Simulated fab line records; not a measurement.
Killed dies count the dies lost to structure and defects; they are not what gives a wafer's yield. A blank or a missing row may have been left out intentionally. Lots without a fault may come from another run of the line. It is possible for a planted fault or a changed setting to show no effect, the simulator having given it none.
Which tool did it? / flow gf180mcu / 24 lots, 72 wafers sampled, at 5 steps of a route of 602

== WHAT EACH GAUGE READ, for each wafer ==
GF_CONTACT_THK_MEAS_01. Usual: CONTACT_CVD_00_THK gives 303 nm (standard deviation 3.1).
lot=L074; measured=day 15 06:42; on=filmMetro-04; CONTACT_CVD_00_THK (nm)=300 301 297; flag=
lot=L075; measured=day 15 20:57; on=filmMetro-04; CONTACT_CVD_00_THK (nm)=303 302 302; flag=
lot=L077; measured=day 16 12:37; on=filmMetro-01; CONTACT_CVD_00_THK (nm)=306 302 297; flag=
lot=L076; measured=day 16 12:55; on=filmMetro-01; CONTACT_CVD_00_THK (nm)=298 306 302; flag=
lot=L078; measured=day 16 21:00; on=filmMetro-01; CONTACT_CVD_00_THK (nm)=303 298 299; flag=
lot=L079; measured=day 17 10:20; on=filmMetro-01; CONTACT_CVD_00_THK (nm)=302 303 300; flag=
lot=L080; measured=day 17 11:10; on=filmMetro-01; CONTACT_CVD_00_THK (nm)=300 305 305; flag=
lot=L081; measured=day 18 00:40; on=filmMetro-03; CONTACT_CVD_00_THK (nm)=307 300 301; flag=
lot=L082; measured=day 18 17:34; on=filmMetro-04; CONTACT_CVD_00_THK (nm)=301 300 298; flag=
lot=L083; measured=day 18 18:58; on=filmMetro-03; CONTACT_CVD_00_THK (nm)=305 304 304; flag=
lot=L084; measured=day 18 18:38; on=filmMetro-03; CONTACT_CVD_00_THK (nm)=302 304 299; flag=
lot=L085; measured=day 19 09:45; on=filmMetro-04; CONTACT_CVD_00_THK (nm)=309 304 307; flag=
lot=L086; measured=day 19 11:08; on=filmMetro-01; CONTACT_CVD_00_THK (nm)=302 303 301; flag=
lot=L087; measured=day 20 09:56; on=filmMetro-03; CONTACT_CVD_00_THK (nm)=305 305 302; flag=
lot=L088; measured=day 20 10:22; on=filmMetro-04; CONTACT_CVD_00_THK (nm)=308 303 309; flag=
lot=L089; measured=day 20 23:13; on=filmMetro-01; CONTACT_CVD_00_THK (nm)=300 298 301; flag=
lot=L090; measured=day 21 00:44; on=filmMetro-04; CONTACT_CVD_00_THK (nm)=304 306 305; flag=
lot=L091; measured=day 21 05:04; on=filmMetro-04; CONTACT_CVD_00_THK (nm)=306 306 306; flag=
lot=L092; measured=day 21 13:58; on=filmMetro-04; CONTACT_CVD_00_THK (nm)=303 299 297; flag=
lot=L094; measured=day 22 01:33; on=filmMetro-03; CONTACT_CVD_00_THK (nm)=303 302 303; flag=
lot=L093; measured=day 22 04:14; on=filmMetro-04; CONTACT_CVD_00_THK (nm)=303 305 306; flag=
lot=L095; measured=day 22 08:43; on=filmMetro-01; CONTACT_CVD_00_THK (nm)=305 308 305; flag=
lot=L096; measured=day 22 19:26; on=filmMetro-04; CONTACT_CVD_00_THK (nm)=302 303 301; flag=
lot=L097; measured=day 22 20:00; on=filmMetro-03; CONTACT_CVD_00_THK (nm)=306 304 299; flag=

GF_V1_THK_MEAS_25: measures by xrf. Usual: V1_W_THK gives 341 nm (standard deviation 6.2).
lot=L074; measured=day 18 06:05; on=filmMetro-04; V1_W_THK (nm)=344 347 351; flag=
lot=L075; measured=day 18 22:34; on=filmMetro-04; V1_W_THK (nm)=338 339 337; flag=
lot=L077; measured=day 19 16:07; on=filmMetro-03; V1_W_THK (nm)=340 346 350; flag=
lot=L076; measured=day 19 15:58; on=filmMetro-04; V1_W_THK (nm)=340 342 340; flag=
lot=L078; measured=day 20 00:08; on=filmMetro-02; V1_W_THK (nm)=342 339 342; flag=
lot=L079; measured=day 20 14:19; on=filmMetro-03; V1_W_THK (nm)=327 326 324; flag=
lot=L080; measured=day 20 14:50; on=filmMetro-04; V1_W_THK (nm)=346 351 351; flag=
lot=L081; measured=day 21 04:59; on=filmMetro-02; V1_W_THK (nm)=336 336 335; flag=
lot=L082; measured=day 21 22:10; on=filmMetro-04; V1_W_THK (nm)=342 355 351; flag=
lot=L083; measured=day 21 23:39; on=filmMetro-03; V1_W_THK (nm)=337 334 334; flag=
lot=L084; measured=day 21 23:23; on=filmMetro-02; V1_W_THK (nm)=345 346 337; flag=
lot=L085; measured=day 22 14:16; on=filmMetro-04; V1_W_THK (nm)=342 342 338; flag=
lot=L086; measured=day 22 15:29; on=filmMetro-02; V1_W_THK (nm)=333 338 338; flag=
lot=L087; measured=day 23 11:44; on=filmMetro-03; V1_W_THK (nm)=352 335 341; flag=
lot=L088; measured=day 23 13:26; on=filmMetro-02; V1_W_THK (nm)=335 332 334; flag=
lot=L089; measured=day 24 01:31; on=filmMetro-03; V1_W_THK (nm)=351 341 351; flag=
lot=L090; measured=day 24 02:37; on=filmMetro-03; V1_W_THK (nm)=343 334 348; flag=
lot=L091; measured=day 24 06:13; on=filmMetro-04; V1_W_THK (nm)=343 348 339; flag=
lot=L092; measured=day 24 14:15; on=filmMetro-04; V1_W_THK (nm)=341 340 339; flag=
lot=L094; measured=day 25 00:27; on=filmMetro-03; V1_W_THK (nm)=345 343 340; flag=
lot=L093; measured=day 25 04:49; on=filmMetro-04; V1_W_THK (nm)=342 336 337; flag=
lot=L095; measured=day 25 06:59; on=filmMetro-03; V1_W_THK (nm)=343 349 349; flag=
lot=L096; measured=day 25 16:46; on=filmMetro-04; V1_W_THK (nm)=341 342 338; flag=
lot=L097; measured=day 25 19:52; on=filmMetro-03; V1_W_THK (nm)=344 342 343; flag=

GF_V4_CD_MEAS_14: target cd 260 nm. Usual: cdNm 260.4 nm, standard deviation 1.1.
lot=L074; measured=day 24 10:05; on=cdSem-02; cdNm (nm)=260.3 260.2 260.3; flag=
lot=L075; measured=day 25 03:34; on=cdSem-01; cdNm (nm)=258.4 259.2 259.8; flag=
lot=L077; measured=day 25 15:26; on=cdSem-02; cdNm (nm)=261.4 259.0 260.4; flag=
lot=L076; measured=day 25 18:20; on=cdSem-02; cdNm (nm)=258.3 259.7 259.8; flag=
lot=L078; measured=day 26 01:13; on=cdSem-01; cdNm (nm)=261.4 262.0 262.3; flag=
lot=L079; measured=day 26 12:23; on=cdSem-02; cdNm (nm)=260.5 261.6 259.2; flag=
lot=L080; measured=day 26 13:00; on=cdSem-02; cdNm (nm)=259.6 258.4 260.8; flag=
lot=L081; measured=day 27 01:22; on=cdSem-01; cdNm (nm)=263.5 263.7 261.5; flag=
lot=L082; measured=day 27 15:39; on=cdSem-02; cdNm (nm)=259.7 258.3 258.9; flag=
lot=L083; measured=day 27 18:20; on=cdSem-02; cdNm (nm)=260.0 259.7 260.4; flag=
lot=L084; measured=day 27 15:47; on=cdSem-01; cdNm (nm)=260.2 261.3 261.0; flag=
lot=L085; measured=day 28 02:48; on=cdSem-01; cdNm (nm)=260.2 259.1 258.1; flag=
lot=L086; measured=day 28 05:24; on=cdSem-01; cdNm (nm)=261.0 259.7 260.4; flag=
lot=L087; measured=day 28 22:32; on=cdSem-02; cdNm (nm)=259.9 259.6 259.9; flag=
lot=L088; measured=day 28 23:41; on=cdSem-01; cdNm (nm)=260.4 258.9 261.1; flag=
lot=L089; measured=day 29 10:31; on=cdSem-02; cdNm (nm)=260.4 260.4 260.1; flag=
lot=L090; measured=day 29 13:41; on=cdSem-02; cdNm (nm)=260.9 260.4 262.4; flag=
lot=L091; measured=day 29 16:16; on=cdSem-01; cdNm (nm)=260.3 260.3 260.4; flag=
lot=L092; measured=day 29 21:53; on=cdSem-01; cdNm (nm)=260.0 259.8 260.0; flag=
lot=L094; measured=day 30 06:39; on=cdSem-01; cdNm (nm)=259.5 259.9 260.0; flag=
lot=L093; measured=day 30 11:25; on=cdSem-02; cdNm (nm)=261.5 260.3 261.0; flag=
lot=L095; measured=day 30 13:03; on=cdSem-01; cdNm (nm)=261.6 260.5 261.9; flag=
lot=L096; measured=day 30 21:07; on=cdSem-01; cdNm (nm)=258.7 258.6 260.5; flag=
lot=L097; measured=day 30 23:01; on=cdSem-01; cdNm (nm)=261.5 261.0 260.8; flag=

== WHAT TOOL EACH LOT RAN ON (gives the tool, then ch and the chambers of the sampled wafers, and finally the start) ==
lot=L074; GF_POLY_GATE_ETCH_12=rieDiel-04 ch 1,2,3, day 9 08:29; GF_SALICIDE_RTA_08=rtpAnneal-02 ch 0, day 15 06:34
lot=L075; GF_POLY_GATE_ETCH_12=rieDiel-04 ch 0,2,3, day 9 17:25; GF_SALICIDE_RTA_08=rtpAnneal-01 ch 0, day 15 20:49
lot=L077; GF_POLY_GATE_ETCH_12=rieDiel-04 ch 2,3, day 10 05:47; GF_SALICIDE_RTA_08=rtpAnneal-02 ch 0, day 16 12:28
lot=L076; GF_POLY_GATE_ETCH_12=rieDiel-03 ch 0,1,3, day 10 05:55; GF_SALICIDE_RTA_08=rtpAnneal-02 ch 0, day 16 12:46
lot=L078; GF_POLY_GATE_ETCH_12=rieDiel-04 ch 1,2,3, day 10 15:38; GF_SALICIDE_RTA_08=rtpAnneal-02 ch 0, day 16 20:52
lot=L079; GF_POLY_GATE_ETCH_12=rieDiel-01 ch 1,2, day 11 02:19; GF_SALICIDE_RTA_08=rtpAnneal-01 ch 0, day 17 10:12
lot=L080; GF_POLY_GATE_ETCH_12=rieDiel-03 ch 0,1,3, day 11 02:32; GF_SALICIDE_RTA_08=rtpAnneal-01 ch 0, day 17 11:01
lot=L081; GF_POLY_GATE_ETCH_12=rieDiel-03 ch 0,1,3, day 11 11:22; GF_SALICIDE_RTA_08=rtpAnneal-02 ch 0, day 18 00:31
lot=L082; GF_POLY_GATE_ETCH_12=rieDiel-03 ch 0,2, day 11 23:14; GF_SALICIDE_RTA_08=rtpAnneal-02 ch 0, day 18 17:25
lot=L083; GF_POLY_GATE_ETCH_12=rieDiel-01 ch 2,3, day 12 04:32; GF_SALICIDE_RTA_08=rtpAnneal-02 ch 0, day 18 18:50
lot=L084; GF_POLY_GATE_ETCH_12=rieDiel-04 ch 1,2, day 12 04:45; GF_SALICIDE_RTA_08=rtpAnneal-02 ch 0, day 18 18:30
lot=L085; GF_POLY_GATE_ETCH_12=rieDiel-01 ch 0,2,3, day 12 15:07; GF_SALICIDE_RTA_08=rtpAnneal-02 ch 0, day 19 09:36
lot=L086; GF_POLY_GATE_ETCH_12=rieDiel-03 ch 0,1,2, day 12 16:25; GF_SALICIDE_RTA_08=rtpAnneal-02 ch 0, day 19 10:59
lot=L087; GF_POLY_GATE_ETCH_12=rieDiel-01 ch 1,2, day 13 07:07; GF_SALICIDE_RTA_08=rtpAnneal-02 ch 0, day 20 09:47
lot=L088; GF_POLY_GATE_ETCH_12=rieDiel-04 ch 2,3, day 13 07:28; GF_SALICIDE_RTA_08=rtpAnneal-02 ch 0, day 20 10:13
lot=L089; GF_POLY_GATE_ETCH_12=rieDiel-01 ch 0,1,2, day 13 22:59; GF_SALICIDE_RTA_08=rtpAnneal-01 ch 0, day 20 23:05
lot=L090; GF_POLY_GATE_ETCH_12=rieDiel-04 ch 0,3, day 13 23:02; GF_SALICIDE_RTA_08=rtpAnneal-01 ch 0, day 21 00:36
lot=L091; GF_POLY_GATE_ETCH_12=rieDiel-04 ch 0,2,3, day 14 04:32; GF_SALICIDE_RTA_08=rtpAnneal-02 ch 0, day 21 04:55
lot=L092; GF_POLY_GATE_ETCH_12=rieDiel-03 ch 1,2, day 14 13:52; GF_SALICIDE_RTA_08=rtpAnneal-02 ch 0, day 21 13:46
lot=L094; GF_POLY_GATE_ETCH_12=rieDiel-01 ch 0,1,2, day 14 19:59; GF_SALICIDE_RTA_08=rtpAnneal-02 ch 0, day 22 01:25
lot=L093; GF_POLY_GATE_ETCH_12=rieDiel-03 ch 2,3, day 14 20:44; GF_SALICIDE_RTA_08=rtpAnneal-01 ch 0, day 22 04:05
lot=L095; GF_POLY_GATE_ETCH_12=rieDiel-04 ch 0,2,3, day 15 06:50; GF_SALICIDE_RTA_08=rtpAnneal-01 ch 0, day 22 08:34
lot=L096; GF_POLY_GATE_ETCH_12=rieDiel-04 ch 2,3, day 15 16:20; GF_SALICIDE_RTA_08=rtpAnneal-01 ch 0, day 22 19:15
lot=L097; GF_POLY_GATE_ETCH_12=rieDiel-01 ch 0,1,3, day 15 17:04; GF_SALICIDE_RTA_08=rtpAnneal-01 ch 0, day 22 19:52
- GF_POLY_GATE_ETCH_12: etches BARC in N2/H2.
- GF_SALICIDE_RTA_08: time 30 s.

== WHAT THE TOOLS THEMSELVES READ (means of the sampled wafers that have a number; where no wafer has one, the mark that the record gives instead) ==
GF_POLY_GATE_ETCH_12. Usual: drypumpMotorCurrentA 5.6 A, standard deviation 0.35; n2FlowSccm 99.99 sccm, standard deviation 0.29; oesProductAu 0.736 a.u., standard deviation 0.0048; throttleValvePct 13.214 %, standard deviation 0.0089.
lot=L074; tool=rieDiel-04; drypumpMotorCurrentA (A)=5.6; n2FlowSccm (sccm)=100.07; oesProductAu (a.u.)=0.737; throttleValvePct (%)=13.210; flag=
lot=L075; tool=rieDiel-04; drypumpMotorCurrentA (A)=5.8; n2FlowSccm (sccm)=99.56; oesProductAu (a.u.)=0.740; throttleValvePct (%)=13.216; flag=
lot=L077; tool=rieDiel-04; drypumpMotorCurrentA (A)=5.6; n2FlowSccm (sccm)=99.82; oesProductAu (a.u.)=0.736; throttleValvePct (%)=13.212; flag=
lot=L076; tool=rieDiel-03; drypumpMotorCurrentA (A)=5.7; n2FlowSccm (sccm)=100.24; oesProductAu (a.u.)=0.733; throttleValvePct (%)=13.214; flag=
lot=L078; tool=rieDiel-04; drypumpMotorCurrentA (A)=5.6; n2FlowSccm (sccm)=100.26; oesProductAu (a.u.)=0.738; throttleValvePct (%)=13.210; flag=
lot=L079; tool=rieDiel-01; drypumpMotorCurrentA (A)=5.7; n2FlowSccm (sccm)=99.89; oesProductAu (a.u.)=0.737; throttleValvePct (%)=13.218; flag=
lot=L080; tool=rieDiel-03; drypumpMotorCurrentA (A)=5.7; n2FlowSccm (sccm)=100.30; oesProductAu (a.u.)=0.732; throttleValvePct (%)=13.219; flag=
lot=L081; tool=rieDiel-03; drypumpMotorCurrentA (A)=5.7; n2FlowSccm (sccm)=100.19; oesProductAu (a.u.)=0.738; throttleValvePct (%)=13.218; flag=
lot=L082; tool=rieDiel-03; drypumpMotorCurrentA (A)=5.9; n2FlowSccm (sccm)=99.76; oesProductAu (a.u.)=0.733; throttleValvePct (%)=13.216; flag=
lot=L083; tool=rieDiel-01; drypumpMotorCurrentA (A)=5.4; n2FlowSccm (sccm)=100.34; oesProductAu (a.u.)=0.731; throttleValvePct (%)=13.212; flag=
lot=L084; tool=rieDiel-04; drypumpMotorCurrentA (A)=5.5; n2FlowSccm (sccm)=99.78; oesProductAu (a.u.)=0.733; throttleValvePct (%)=13.214; flag=
lot=L085; tool=rieDiel-01; drypumpMotorCurrentA (A)=5.3; n2FlowSccm (sccm)=99.93; oesProductAu (a.u.)=0.734; throttleValvePct (%)=13.219; flag=
lot=L086; tool=rieDiel-03; drypumpMotorCurrentA (A)=6.0; n2FlowSccm (sccm)=100.06; oesProductAu (a.u.)=0.742; throttleValvePct (%)=13.214; flag=
lot=L087; tool=rieDiel-01; drypumpMotorCurrentA (A)=5.7; n2FlowSccm (sccm)=99.82; oesProductAu (a.u.)=0.732; throttleValvePct (%)=13.210; flag=
lot=L088; tool=rieDiel-04; drypumpMotorCurrentA (A)=5.7; n2FlowSccm (sccm)=99.94; oesProductAu (a.u.)=0.738; throttleValvePct (%)=13.215; flag=
lot=L089; tool=rieDiel-01; drypumpMotorCurrentA (A)=5.6; n2FlowSccm (sccm)=100.14; oesProductAu (a.u.)=0.741; throttleValvePct (%)=13.223; flag=
lot=L090; tool=rieDiel-04; drypumpMotorCurrentA (A)=5.9; n2FlowSccm (sccm)=99.62; oesProductAu (a.u.)=0.738; throttleValvePct (%)=13.202; flag=
lot=L091; tool=rieDiel-04; drypumpMotorCurrentA (A)=5.8; n2FlowSccm (sccm)=99.94; oesProductAu (a.u.)=0.742; throttleValvePct (%)=13.218; flag=
lot=L092; tool=rieDiel-03; drypumpMotorCurrentA (A)=6.0; n2FlowSccm (sccm)=100.02; oesProductAu (a.u.)=0.738; throttleValvePct (%)=13.214; flag=
lot=L094; tool=rieDiel-01; drypumpMotorCurrentA (A)=5.6; n2FlowSccm (sccm)=99.70; oesProductAu (a.u.)=0.738; throttleValvePct (%)=13.203; flag=
lot=L093; tool=rieDiel-03; drypumpMotorCurrentA (A)=5.3; n2FlowSccm (sccm)=99.84; oesProductAu (a.u.)=0.735; throttleValvePct (%)=13.215; flag=
lot=L095; tool=rieDiel-04; drypumpMotorCurrentA (A)=5.8; n2FlowSccm (sccm)=100.03; oesProductAu (a.u.)=0.733; throttleValvePct (%)=13.225; flag=
lot=L096; tool=rieDiel-04; drypumpMotorCurrentA (A)=5.7; n2FlowSccm (sccm)=100.06; oesProductAu (a.u.)=0.734; throttleValvePct (%)=13.208; flag=
lot=L097; tool=rieDiel-01; drypumpMotorCurrentA (A)=5.3; n2FlowSccm (sccm)=99.90; oesProductAu (a.u.)=0.736; throttleValvePct (%)=13.215; flag=

GF_SALICIDE_RTA_08. Usual: lampPowerPct 16.8 %, standard deviation 1.2; wafer_temp_C_max 803.5, standard deviation 1.6.
lot=L074; tool=rtpAnneal-02; lampPowerPct (%)=15.9; wafer_temp_C_max=804.4; flag=
lot=L075; tool=rtpAnneal-01; lampPowerPct (%)=18.4; wafer_temp_C_max=801.4; flag=
lot=L077; tool=rtpAnneal-02; lampPowerPct (%)=15.9; wafer_temp_C_max=803.8; flag=
lot=L076; tool=rtpAnneal-02; lampPowerPct (%)=15.9; wafer_temp_C_max=805.4; flag=
lot=L078; tool=rtpAnneal-02; lampPowerPct (%)=15.9; wafer_temp_C_max=804.2; flag=
lot=L079; tool=rtpAnneal-01; lampPowerPct (%)=18.4; wafer_temp_C_max=802.0; flag=
lot=L080; tool=rtpAnneal-01; lampPowerPct (%)=18.4; wafer_temp_C_max=802.0; flag=
lot=L081; tool=rtpAnneal-02; lampPowerPct (%)=15.9; wafer_temp_C_max=803.9; flag=
lot=L082; tool=rtpAnneal-02; lampPowerPct (%)=15.9; wafer_temp_C_max=804.3; flag=
lot=L083; tool=rtpAnneal-02; lampPowerPct (%)=15.9; wafer_temp_C_max=805.0; flag=
lot=L084; tool=rtpAnneal-02; lampPowerPct (%)=15.9; wafer_temp_C_max=804.1; flag=
lot=L085; tool=rtpAnneal-02; lampPowerPct (%)=15.9; wafer_temp_C_max=804.4; flag=
lot=L086; tool=rtpAnneal-02; lampPowerPct (%)=15.9; wafer_temp_C_max=804.8; flag=
lot=L087; tool=rtpAnneal-02; lampPowerPct (%)=15.9; wafer_temp_C_max=805.1; flag=
lot=L088; tool=rtpAnneal-02; lampPowerPct (%)=15.9; wafer_temp_C_max=803.9; flag=
lot=L089; tool=rtpAnneal-01; lampPowerPct (%)=18.3; wafer_temp_C_max=802.0; flag=
lot=L090; tool=rtpAnneal-01; lampPowerPct (%)=18.4; wafer_temp_C_max=801.7; flag=
lot=L091; tool=rtpAnneal-02; lampPowerPct (%)=15.9; wafer_temp_C_max=805.6; flag=
lot=L092; tool=rtpAnneal-02; lampPowerPct (%)=15.9; wafer_temp_C_max=804.6; flag=
lot=L094; tool=rtpAnneal-02; lampPowerPct (%)=15.9; wafer_temp_C_max=804.3; flag=
lot=L093; tool=rtpAnneal-01; lampPowerPct (%)=18.4; wafer_temp_C_max=801.9; flag=
lot=L095; tool=rtpAnneal-01; lampPowerPct (%)=18.4; wafer_temp_C_max=801.4; flag=
lot=L096; tool=rtpAnneal-01; lampPowerPct (%)=18.4; wafer_temp_C_max=802.0; flag=
lot=L097; tool=rtpAnneal-01; lampPowerPct (%)=18.4; wafer_temp_C_max=801.9; flag=

== THE ANSWER, worked out from the rows above alone ==
Rule: a lot counts as off when the mean over its wafers that have a number is more than 3 standard deviations away from the usual mean. A lot without any number at a reading at which 4 lots or more have one is off too. The other lots that the step has rows for count as sound. The gauges are gone through in route order, then the tools' own readings, and for those a lot's mean is taken as printed above. At the first step where some lot is off, the reading lying furthest off is the one used; lots without a number count as furthest.
No lot is off on any of the readings shown, so nothing can be concluded from this.

== WHAT HAD BEEN PUT IN BY THE SIMULATOR ==
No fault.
